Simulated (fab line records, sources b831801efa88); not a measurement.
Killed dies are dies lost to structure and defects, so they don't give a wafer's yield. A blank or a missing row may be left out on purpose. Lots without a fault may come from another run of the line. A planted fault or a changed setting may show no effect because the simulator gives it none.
Problem report in the 8D (eight disciplines) form, filled by code | flow sky130 | the parts of the form that need people (team, actions taken, sign-off) are left out

1. THE PROBLEM
oes_product_au at SKY_VIA1_ETCH_15 reads a mean of 0.922 a.u. on 1 wafer of 1 lot; wafers without a fault read 0.982 a.u. with a standard deviation of 0.0054. That is -11 standard deviations from the usual mean.
The step: etches SiO2 in C4F8/O2/Ar, stops on TiN, target depth 351 nm, time 54 s.
First seen on wafer L684.1, day 38 20:24, on rie_diel-02. The record holds 33 wafers of 11 lots with a number at this step. Rule for "out", or "out of limits": more than 4 standard deviations from the usual mean. The other wafers with a number count as sound.

2. WHAT IT IS AND WHAT IT IS NOT
question                    | is                | is not
which readings at this step | oes_product_au    | -
which lots                  | L684              | L670, L672, L673, L676, L678, L679, L682, L683, L691, L692
which wafers of those lots  | L684.1            | L684.4, L684.5
read on which tools         | rie_diel-02       | rie_diel-03, rie_diel-04
when                        | from day 38 20:24 | up to then (26 sound wafers); but 6 sound wafers of L691, L692 came after

3. SUSPECTS, AND WHAT RULES EACH OUT
Counting: a tool at a process step up to the reading stays a suspect if it ran every lot that is out. Sound lots after the first of them don't rule it out here, since some wafers of a struck lot are sound.
- cmp-01 at SKY_CONTACT_CMP_27 (polishes, stops on SiO2, t overpolish 15 s, target thk 0 nm): kept. It ran the lot that is out, L684 (day 36 13:26); its last sound lot up to then is L682 (day 35 23:48).
- cmp-02 at SKY_VIA1_CMP_02 (polishes SiO2): kept. It ran the lot that is out, L684 (day 37 18:28); its last sound lot up to then is L683 (day 37 17:12).
- rie_diel-02 at SKY_VIA1_ETCH_15 (etches SiO2 in C4F8/O2/Ar, stops on TiN, target depth 351 nm, time 54 s): kept. It ran the lot that is out, L684 (day 38 20:24); its last sound lot up to then is L678 (day 37 06:17). Its own readings are out on those wafers: oes_product_au.
- Within cmp-01 at SKY_CONTACT_CMP_27: the wafers that are out ran in chamber 3; their sound lot-mates ran in chamber 1.
- Within cmp-02 at SKY_VIA1_CMP_02: the wafers that are out ran in chamber 2; their sound lot-mates ran in chambers 0, 1.
- Within rie_diel-02 at SKY_VIA1_ETCH_15: the wafers that are out ran in chamber 2; their sound lot-mates ran in chambers 0, 1.
Left after counting: cmp-01 at SKY_CONTACT_CMP_27, cmp-02 at SKY_VIA1_CMP_02, rie_diel-02 at SKY_VIA1_ETCH_15.

4. THE CAUSE (what the simulator had put in)
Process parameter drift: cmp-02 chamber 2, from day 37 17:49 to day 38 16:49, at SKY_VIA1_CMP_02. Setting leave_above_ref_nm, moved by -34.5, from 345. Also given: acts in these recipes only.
Counting left 3 suspects, and this tool is among them.

5. THE CHAIN OF EFFECTS, in route order
Each row: a reading whose mean over the struck wafers that have a number lies more than 3 standard deviations from the usual. Only readings for which the record gives a usual standard deviation are gone through. hours: the time from each lot's start at the first step in this table that gives one to its start at this step, as a median over the lots. sigmas: the change in usual standard deviations.
hours | step             | reading        | usual      | on struck wafers | change | sigmas
0     | SKY_VIA1_ETCH_15 | oes_product_au | 0.982 a.u. | 0.922            | -0.060 | -11
The process steps in it:
- SKY_VIA1_ETCH_15: etches SiO2 in C4F8/O2/Ar, stops on TiN, target depth 351 nm, time 54 s.

6. WHAT WOULD HAVE CAUGHT IT SOONER
In this record the first reading out of limits was taken at day 38 20:24, 27 hours after the fault began at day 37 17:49.
Of the tool readings at SKY_VIA1_CMP_02 for which the record gives a usual standard deviation, none was out on any struck wafer, so an alarm limit of 4 standard deviations on them would not have fired.
All the lots that are out (1) had begun SKY_VIA1_CMP_02 on cmp-02 by day 38 20:24. A hold on the tool at that time would have spared none of them.
